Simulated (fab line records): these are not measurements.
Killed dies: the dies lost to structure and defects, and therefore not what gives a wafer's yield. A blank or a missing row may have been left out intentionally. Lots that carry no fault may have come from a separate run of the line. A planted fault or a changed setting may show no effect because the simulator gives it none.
fab line records ; flow sky130
[record] lots = 13; wafers = 39; last-day = 50
route steps=708 shown VT_ADJUST_LVTN@117 SONOS_ONO@169
lots that met no fault: taken from a fault-free run of the same line
start-h: hours from the record's first day to the start of the lot's first wafer shown ; wait-h: hours elapsed since this lot's preceding step ; " the same as in the row above ; L1.1+2: several wafers, shown together as one row ; - no value, or no start was given ; * or withheld: withheld ; < > ~ a bound
route shown NAME@n: a module of which the file shows steps, and the number in the route of the first ; usual: mean/standard deviation taken from wafers without a fault ; same: alike in all rows ; chamber/n: place in a boat ; sites: the reading at each site ; _std_site: the standard deviation of these ; _edge_site: the outer-site mean with the inner-site mean subtracted ; radius-mm: for every site, how far away it sits from the centre of the wafer ; mask NAME#n: copy n ; behind: the most recent tool/chamber to have shaped the wafer ; hold: the reason the lot was held/the length of the hold in hours/how it ended ; device: names the non-switching transistor (n, p or np) ; end of line: the tests these same wafers got at the end of their route ; a step without rows: its recipe alone ; killed: not the wafer's yield, but the dies lost to structure and defects at the first sort ; map: a wafer's dies, x killed, . not, _ none there
set.NAME: the setting that was run; set.NAME@STEP: the one run at that earlier step ; model.NAME: the simulator's own value behind a step, which no gauge read
the route's steps for a sample of lots (tables are steps, rows are wafers)
services: a tool's chamber out of use, with start hour (start-h, from the record's first day; less than 0 if before it), hours out, and reason
[[steps]]
[step SKY_VT_ADJUST_LVTN_STRIP_20]
[recipe] chemistry = O2/N2; power-w = 1400; pressure-mtorr = 1500; platen-temp-c = withheld; o2-flow-sccm = 3000; n2-flow-sccm = 300; overash-fraction = 0.5
[usual] drypump-motor-current-A = 5.9/0.41; oes-product-au = 0.715/0.0047; strip-time-to-endpoint-s = 14.18/0.046
lot.wafer;tool;chamber;start-h;wait-h;drypump-motor-current-A;oes-product-au;rf-hours-counter-h;strip-time-to-endpoint-s
L352.2;plasma-asher-01;1;171.94;0.1;5.6;0.709;52;14.21
L352.3;plasma-asher-01;0;171.94;0.1;6.1;0.713;-;14.23
L352.5;plasma-asher-01;0;171.94;0.1;6.1;0.719;-;14.24
L355.1;plasma-asher-01;1;184.53;0.1;5.6;0.714;53;14.18
L355.2;plasma-asher-01;0;184.53;0.1;6.1;0.714;53;14.21
L355.5;plasma-asher-01;0;184.53;0.1;6.1;0.715;-;14.21
L354.2;plasma-asher-03;0;184.93;0.1;5.8;0.712;7;14.15
L354.3;plasma-asher-03;0;184.93;0.1;5.8;0.716;-;14.11
L354.5;plasma-asher-03;0;184.93;0.1;5.8;0.709;-;14.12
L353.2;plasma-asher-04;0;185.99;0.1;5.7;0.714;40;14.17
L353.3;plasma-asher-04;0;185.99;0.1;5.7;0.717;-;14.21
L353.6;plasma-asher-04;1;185.99;0.1;6.6;0.713;-;14.24
L359.2;plasma-asher-01;1;209.13;0.1;5.6;0.705;56;14.11
L359.3;plasma-asher-01;0;209.13;0.1;6.1;0.718;-;14.14
L359.4;plasma-asher-01;1;209.13;0.1;5.6;0.711;-;14.16
L360.1;plasma-asher-03;1;216.28;0.1;5.3;0.711;10;14.18
L360.2;plasma-asher-03;0;216.28;0.1;5.8;0.708;10;14.15
L360.5;plasma-asher-03;1;216.28;0.1;5.3;0.715;-;14.15
L361.1;plasma-asher-01;1;223.78;0.1;5.5;0.723;57;14.18
L361.4;plasma-asher-01;1;223.78;0.1;5.5;0.703;-;14.16
L361.6;plasma-asher-01;0;223.78;0.1;6.1;0.714;-;14.15
L368.1;plasma-asher-04;1;276.04;0.1;6.6;0.725;48;14.24
L368.2;plasma-asher-04;0;276.04;0.1;5.7;0.716;48;14.21
L368.6;plasma-asher-04;0;276.04;0.1;5.7;0.711;-;14.23
L369.1;plasma-asher-04;1;278.78;0.1;6.6;0.720;49;14.17
L369.4;plasma-asher-04;1;278.78;0.1;6.6;0.700;-;14.19
L369.5;plasma-asher-04;0;278.78;0.1;5.7;0.718;-;14.20
L371.1;plasma-asher-01;0;293.43;0.1;6.1;0.715;64;14.18
L371.4;plasma-asher-01;1;293.43;0.1;5.5;0.716;-;14.20
L371.6;plasma-asher-01;0;293.43;0.1;6.1;0.717;-;14.20
L372.1;plasma-asher-01;0;296.63;0.1;6.1;0.721;65;14.24
L372.2;plasma-asher-01;1;296.63;0.1;5.6;0.715;65;14.20
L372.6;plasma-asher-01;1;296.63;0.1;5.6;0.718;-;14.16
L373.1;plasma-asher-03;1;303.68;0.1;5.3;0.713;19;14.21
L373.3;plasma-asher-03;0;303.68;0.1;5.8;0.711;-;14.18
L373.6;plasma-asher-03;0;303.68;0.1;5.8;0.714;-;14.19
L374.1;plasma-asher-01;1;311.13;0.1;5.6;0.715;66;14.12
L374.2;plasma-asher-01;0;311.13;0.1;6.1;0.710;66;14.13
L374.5;plasma-asher-01;1;311.13;0.1;5.6;0.714;-;14.12
[step SKY_SONOS_ONO_THK_MEAS_01]
[recipe] reads = SiO2_of_SONOS_ONO_OXIDATION_00
[usual] SONOS_ONO_OXIDATION_THK = 2.60/0.056
lot.wafer;tool;chamber;start-h;wait-h;SONOS_ONO_OXIDATION_THK[nm]
L352.2;film-metro-02;-;261.47;0.0;2.58
L352.3;film-metro-02;-;261.47;0.0;2.58
L352.5;film-metro-02;-;261.47;0.0;2.58
L355.1;film-metro-04;-;278.36;0.0;2.60
L355.2;film-metro-04;-;278.36;0.0;2.56
L355.5;film-metro-04;-;278.36;0.0;2.59
L354.2;film-metro-02;-;278.37;0.0;2.67
L354.3;film-metro-02;-;278.37;0.0;2.67
L354.5;film-metro-02;-;278.37;0.0;2.75
L353.2;film-metro-04;-;279.72;0.0;2.55
L353.3;film-metro-04;-;279.72;0.0;2.67
L353.6;film-metro-04;-;279.72;0.0;2.58
L359.2;film-metro-04;-;309.73;0.0;2.53
L359.3;film-metro-04;-;309.73;0.0;2.59
L359.4;film-metro-04;-;309.73;0.0;2.57
L360.1;film-metro-02;-;314.99;0.0;2.67
L360.2;film-metro-02;-;314.99;0.0;2.53
L360.5;film-metro-02;-;314.99;0.0;2.62
L361.1;film-metro-01;-;323.20;0.0;2.49
L361.4;film-metro-01;-;323.20;0.0;2.49
L361.6;film-metro-01;-;323.20;0.0;2.49
L368.1;film-metro-02;-;385.78;0.0;2.70
L368.2;film-metro-02;-;385.78;0.0;2.61
L368.6;film-metro-02;-;385.78;0.0;2.57
L369.1;film-metro-02;-;387.77;0.0;2.54
L369.4;film-metro-02;-;387.77;0.0;2.64
L369.5;film-metro-02;-;387.77;0.0;2.57
L371.1;film-metro-04;-;404.65;0.0;2.55
L371.4;film-metro-04;-;404.65;0.0;2.61
L371.6;film-metro-04;-;404.65;0.0;2.63
L372.1;film-metro-02;-;409.39;0.0;2.59
L372.2;film-metro-02;-;409.39;0.0;2.56
L372.6;film-metro-02;-;409.39;0.0;2.56
L373.1;film-metro-01;-;419.00;0.0;2.50
L373.3;film-metro-01;-;419.00;0.0;2.53
L373.6;film-metro-01;-;419.00;0.0;2.47
L374.1;film-metro-04;-;425.73;0.0;2.50
L374.2;film-metro-04;-;425.73;0.0;2.50
L374.5;film-metro-04;-;425.73;0.0;2.55
[step SKY_SONOS_ONO_CVD_04]
[recipe] material = SiO2; precursor = SiH4/N2O; target-thk-nm = 5.7199; temp-c = 900; pressure-mtorr = 400
[usual] pressure-mtorr = 399.8/0.7; spike-tc-bottom-C = 919.5/2.6; spike-tc-centre-C = 899.0/1; spike-tc-lower-C = 900.4/1.1; zone-power-centre-pct = 18.7/0.66; zone-power-lower-pct = 17.4/2.6
lot.wafer;tool;chamber;start-h;wait-h;pressure-mtorr;spike-tc-bottom-C;spike-tc-centre-C;spike-tc-lower-C;zone-power-centre-pct;zone-power-lower-pct
L352.2;lpcvd-03;0;262.63;0.0;399.5;917.5;898.6;901.2;18.3;15.0
L352.3;lpcvd-03;0;262.63;0.0;399.0;917.9;897.6;900.1;18.1;15.1
L352.5;lpcvd-03;0;262.63;0.0;399.2;916.5;898.3;899.0;18.1;15.2
L354.2;lpcvd-03;1;279.97;0.0;400.6;922.6;898.2;899.3;19.2;20.6
L354.3;lpcvd-03;1;279.97;0.0;399.7;924.4;899.6;899.0;19.4;20.3
L354.5;lpcvd-03;1;279.97;0.0;400.1;925.1;898.9;899.6;19.2;20.4
L355.1;lpcvd-03;1;279.97;0.1;399.9;923.1;898.8;899.5;19.6;20.6
L355.2;lpcvd-03;1;279.97;0.1;400.2;923.2;899.3;899.8;19.5;20.4
L355.5;lpcvd-03;1;279.97;0.1;399.9;922.8;898.6;900.0;19.4;20.8
L353.2;lpcvd-03;0;281.22;0.2;399.5;917.2;898.9;901.2;17.9;15.3
L353.3;lpcvd-03;0;281.22;0.2;400.3;915.0;898.5;898.5;18.6;15.4
L353.6;lpcvd-03;0;281.22;0.2;399.4;917.3;896.2;900.1;18.0;15.3
L359.2;lpcvd-03;1;310.89;0.0;399.3;923.2;899.2;901.2;19.5;20.8
L359.3;lpcvd-03;1;310.89;0.0;399.7;921.4;902.2;899.9;19.5;20.6
L359.4;lpcvd-03;1;310.89;0.0;399.3;922.0;899.6;901.3;19.5;20.4
L360.1;lpcvd-03;0;317.15;0.1;400.8;910.2;895.1;945.3;10.3;30.3
L360.2;lpcvd-03;0;317.15;0.1;400.5;910.5;893.6;942.8;10.1;30.2
L360.5;lpcvd-03;0;317.15;0.1;400.5;910.1;893.1;944.7;10.2;30.0
L361.1;lpcvd-03;0;325.33;0.1;399.0;910.8;893.1;945.3;10.4;30.4
L361.4;lpcvd-03;0;325.33;0.1;399.3;911.2;895.5;945.4;10.4;30.4
L361.6;lpcvd-03;0;325.33;0.1;400.6;910.3;894.0;945.5;10.1;29.8
L368.1;lpcvd-03;1;386.95;0.1;399.7;922.1;898.8;900.3;19.3;21.0
L368.2;lpcvd-03;1;386.95;0.1;398.8;922.5;900.0;899.8;19.6;20.0
L368.6;lpcvd-03;1;386.95;0.1;399.8;923.2;896.9;901.0;19.5;20.4
L369.1;lpcvd-03;0;388.94;0.1;399.1;917.4;898.8;899.6;18.3;15.3
L369.4;lpcvd-03;0;388.94;0.1;399.1;918.0;899.9;901.4;18.0;15.1
L369.5;lpcvd-03;0;388.94;0.1;400.7;918.4;897.9;899.0;18.3;15.0
L371.1;lpcvd-03;1;406.87;0.1;399.4;923.2;899.4;901.0;19.3;20.5
L371.4;lpcvd-03;1;406.87;0.1;399.9;922.4;899.1;899.9;19.6;20.7
L371.6;lpcvd-03;1;406.87;0.1;399.9;924.0;898.9;902.7;19.5;20.4
L372.1;lpcvd-03;0;415.85;5.0;400.2;917.0;898.1;900.2;18.1;15.2
L372.2;lpcvd-03;0;415.85;5.0;399.6;919.1;899.1;901.3;18.1;15.3
L372.6;lpcvd-03;0;415.85;5.0;400.6;918.4;897.3;900.8;18.1;14.9
L373.1;lpcvd-03;1;423.99;0.1;399.5;923.5;899.5;899.7;19.4;20.5
L373.3;lpcvd-03;1;423.99;0.1;399.4;922.8;898.7;900.1;19.5;20.4
L373.6;lpcvd-03;1;423.99;0.1;399.6;921.6;901.9;902.1;19.4;20.9
L374.1;lpcvd-03;0;426.90;0.1;400.7;917.7;900.6;900.2;18.0;15.5
L374.2;lpcvd-03;0;426.90;0.1;401.9;917.0;896.4;900.2;18.0;15.1
L374.5;lpcvd-03;0;426.90;0.1;400.4;917.9;900.2;902.0;18.4;15.1
[step SKY_SONOS_ONO_THK_MEAS_05]
[recipe] reads = SiO2_of_SONOS_ONO_CVD_04
[usual] SONOS_ONO_CVD_04_THK = 5.76/0.1
lot.wafer;tool;chamber;start-h;wait-h;SONOS_ONO_CVD_04_THK[nm]
L352.2;film-metro-04;-;263.89;0.0;5.76
L352.3;film-metro-04;-;263.89;0.0;5.73
L352.5;film-metro-04;-;263.89;0.0;5.62
L355.1;film-metro-04;-;281.22;0.0;5.85
L355.2;film-metro-04;-;281.22;0.0;5.90
L355.5;film-metro-04;-;281.22;0.0;5.93
L354.2;film-metro-02;-;281.23;0.0;5.86
L354.3;film-metro-02;-;281.23;0.0;5.94
L354.5;film-metro-02;-;281.23;0.0;5.98
L353.2;film-metro-01;-;282.48;0.0;5.86
L353.3;film-metro-01;-;282.48;0.0;5.83
L353.6;film-metro-01;-;282.48;0.0;5.88
L359.2;film-metro-01;-;312.15;0.0;5.75
L359.3;film-metro-01;-;312.15;0.0;5.82
L359.4;film-metro-01;-;312.15;0.0;5.80
L360.1;film-metro-04;-;318.40;0.0;7.11
L360.2;film-metro-04;-;318.40;0.0;6.77
L360.5;film-metro-04;-;318.40;0.0;6.16
L361.1;film-metro-01;-;326.58;0.0;5.80
L361.4;film-metro-01;-;326.58;0.0;5.71
L361.6;film-metro-01;-;326.58;0.0;5.56
L368.1;film-metro-02;-;388.20;0.0;5.68
L368.2;film-metro-02;-;388.20;0.0;5.80
L368.6;film-metro-02;-;388.20;0.0;5.65
L369.1;film-metro-04;-;390.19;0.0;5.69
L369.4;film-metro-04;-;390.19;0.0;5.80
L369.5;film-metro-04;-;390.19;0.0;5.81
L371.1;film-metro-02;-;408.12;0.0;5.56
L371.4;film-metro-02;-;408.12;0.0;5.73
L371.6;film-metro-02;-;408.12;0.0;5.59
L372.1;film-metro-02;-;417.10;0.0;5.64
L372.2;film-metro-02;-;417.10;0.0;5.64
L372.6;film-metro-02;-;417.10;0.0;5.68
L373.1;film-metro-04;-;425.24;0.0;5.70
L373.3;film-metro-04;-;425.24;0.0;5.76
L373.6;film-metro-04;-;425.24;0.0;5.89
L374.1;film-metro-02;-;428.15;0.0;5.82
L374.2;film-metro-02;-;428.15;0.0;5.66
L374.5;film-metro-02;-;428.15;0.0;5.69
[step SKY_SONOS_ONO_OVL_MEAS_14]
[usual] SONOS_ONO_OVL = -0.9/1.6
lot.wafer;tool;chamber;start-h;wait-h;SONOS_ONO_OVL[nm]
L352.2;overlay-02;-;288.52;0.1;-1.6
L352.3;overlay-02;-;288.52;0.1;0.4
L352.5;overlay-02;-;288.52;0.1;2.0
L354.2;overlay-01;-;306.62;0.1;-0.5
L354.3;overlay-01;-;306.62;0.1;-0.5
L354.5;overlay-01;-;306.62;0.1;0.0
L355.1;overlay-01;-;306.77;0.1;-4.4
L355.2;overlay-01;-;306.77;0.1;-4.4
L355.5;overlay-01;-;306.77;0.1;-2.5
L353.2;overlay-02;-;307.62;0.1;-0.5
L353.3;overlay-02;-;307.62;0.1;1.2
L353.6;overlay-02;-;307.62;0.1;1.7
L359.2;overlay-01;-;338.57;0.1;-0.5
L359.3;overlay-01;-;338.57;0.1;1.8
L359.4;overlay-01;-;338.57;0.1;-4.0
L360.1;overlay-02;-;345.41;0.1;-0.6
L360.2;overlay-02;-;345.41;0.1;-1.0
L360.5;overlay-02;-;345.41;0.1;0.4
L361.1;overlay-02;-;351.97;0.1;1.3
L361.4;overlay-02;-;351.97;0.1;1.6
L361.6;overlay-02;-;351.97;0.1;0.3
L368.1;overlay-01;-;418.37;0.1;0.6
L368.2;overlay-01;-;418.37;0.1;1.1
L368.6;overlay-01;-;418.37;0.1;-0.5
L369.1;overlay-02;-;420.01;0.1;-1.0
L369.4;overlay-02;-;420.01;0.1;-1.1
L369.5;overlay-02;-;420.01;0.1;-2.1
L371.1;overlay-02;-;437.66;0.1;0.0
L371.4;overlay-02;-;437.66;0.1;-1.0
L371.6;overlay-02;-;437.66;0.1;-1.0
L372.1;overlay-02;-;447.21;0.1;0.1
L372.2;overlay-02;-;447.21;0.1;-1.0
L372.6;overlay-02;-;447.21;0.1;-0.9
L373.1;overlay-02;-;455.51;0.1;-0.6
L373.3;overlay-02;-;455.51;0.1;-0.4
L373.6;overlay-02;-;455.51;0.1;-1.0
L374.1;overlay-02;-;458.87;0.1;1.2
L374.2;overlay-02;-;458.87;0.1;1.0
L374.5;overlay-02;-;458.87;0.1;-0.9
[[services]]
tool;chamber;start-h;hours;kind
plasma-asher-04;-;159.66;7.4;repair
plasma-asher-04;-;217.21;5.9;repair
plasma-asher-04;-;302.61;2.5;repair
lpcvd-03;-;409.85;6.0;pm
[[key]]
[first-sign] step = SKY_SONOS_ONO_CVD_04; reading = spike-tc-lower-C; direction = up; sigmas = 42; usual = 900.4; struck = 944.8
[effect] step = SKY_SONOS_ONO_CVD_04; reading = zone-power-centre-pct; direction = down; sigmas = 13; usual = 18.7; struck = 10.3
[effect] step = SKY_SONOS_ONO_THK_MEAS_05; reading = SONOS_ONO_CVD_04_THK; direction = up; sigmas = 4.1; usual = 5.76; struck = 6.18; wafers-moved = 3
met-at SKY_SONOS_ONO_CVD_04
struck-lots L360,L361
rows-end L361.1,L361.4,L361.6
tester-left-out L360
not-acting-at SKY_VT_ADJUST_LVTN_STRIP_20,SKY_SONOS_ONO_THK_MEAS_01,SKY_SONOS_ONO_OVL_MEAS_14
onset-between 310.89 317.15
[fault] kind = process-parameter-drift; tool = lpcvd-03; chamber = -; onset-h = 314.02; steps = SKY_SONOS_ONO_CVD_04; channel = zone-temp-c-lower; offset = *; shape = step; end-h = 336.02
// tester-left-out: of these lots the tester's yield and bins aren't shown, on N5 and GAA mostly nor the transistor test; their killed dies are dies lost to structure and defects alone, not to doping, threshold or leakage, so they don't give the yield
// rows-end: these wafers met a further fault down the route, and their rows from its step on are left out
